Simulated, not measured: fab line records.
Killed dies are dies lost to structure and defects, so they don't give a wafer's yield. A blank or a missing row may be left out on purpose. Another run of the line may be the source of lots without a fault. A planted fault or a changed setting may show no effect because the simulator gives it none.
A single fault, viewed from 2 desks ; flow gf180mcu ; every desk sees just its own numbers, and what lay behind them comes last

THE METROLOGY DESK
Lot by lot, what the gauges showed, no matter which tool ran the lot: averages of those sampled wafers that carry a number. The brackets show how far a lot's mean lies from the usual mean; more than 4 standard deviations puts the lot out of limits, marked OUT.
Columns: A = STI_CVD_03_THK at GF_STI_THK_MEAS_04, usual 208.1 nm; B = cd-nm at GF_HV_LDD_CD_MEAS_31, usual 400.3 nm; C = HV_LDD_4_TW at GF_HV_LDD_TW_MEAS_50, usual 564
lot;first seen here;A;B;C
L550;day 1 14:08;209.2;401.8;565
L551;day 1 18:34;208.9;404.7;558
L552;day 1 23:56;207.9;402.7;558
L553;day 2 04:56;207.8;401.1;569
L554;day 2 09:53;206.3;402.9;565
L557;day 3 00:34;208.8;400.9;558
L562;day 4 01:34;212.7;398.2;529 (-5.9) OUT
L564;day 4 11:43;208.7;399.8;538 (-4.4) OUT
L567;day 5 03:49;206.6;399.8;558
L569;day 5 12:34;206.9;400.2;560
L571;day 5 22:34;208.2;401.7;561
L572;day 6 04:05;209.4;399.5;559
L573;day 6 09:47;207.5;405.4;562
Finding of this desk: L562, L564 out of limits, first seen on L562 at day 16 06:35 (HV_LDD_4_TW at GF_HV_LDD_TW_MEAS_50). In limits: L550, L551, L552, L553, L554, L557, L567, L569, L571, L572, L573.

THE TOOL OWNER'S DESK: implanter-03
The tool's own readings at GF_HV_LDD_IMPLANT_48: means of the sampled wafers that have a number, for each lot that ran on this tool. The brackets show how far a lot's mean lies from the usual mean; more than 4 standard deviations puts the lot out of limits, marked OUT.
Columns: A = beam-on-s at GF_HV_LDD_IMPLANT_48, usual 10.00 s; B = faraday-current-uA at GF_HV_LDD_IMPLANT_48, usual 169; C = tilt-deg at GF_HV_LDD_IMPLANT_48, usual 6.998 degrees
lot;first seen here;A;B;C
L552;day 13 01:32;9.92;171;7.004
L557;day 14 18:35;9.96;171;7.002
L562;day 16 06:20;8.31 (-8.4) OUT;203 (+10) OUT;7.004
L564;day 17 01:22;8.36 (-8.2) OUT;202 (+9.7) OUT;6.973
Finding of this desk: L562, L564 out of limits; the first was L562 at day 16 06:20, on beam-on-s at GF_HV_LDD_IMPLANT_48. In limits: L552, L557.

TAKEN TOGETHER
At day 16 06:20, on L562, L564, the tool owner's desk was in a position to raise an alarm.
The metrology desk could have raised an alarm at day 16 06:35, on L562, L564.
All the named lots went through GF_HV_LDD_IMPLANT_48 on implanter-03.

WHAT THE SIMULATOR PUT IN
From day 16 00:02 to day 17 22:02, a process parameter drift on implanter-03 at GF_HV_LDD_IMPLANT_48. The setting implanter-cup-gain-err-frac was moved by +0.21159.
Lots struck among those shown: L562, L564.
Time in hours from fault onset to the first out-of-limits reading at each desk: tool owner's desk 6, metrology desk 7.
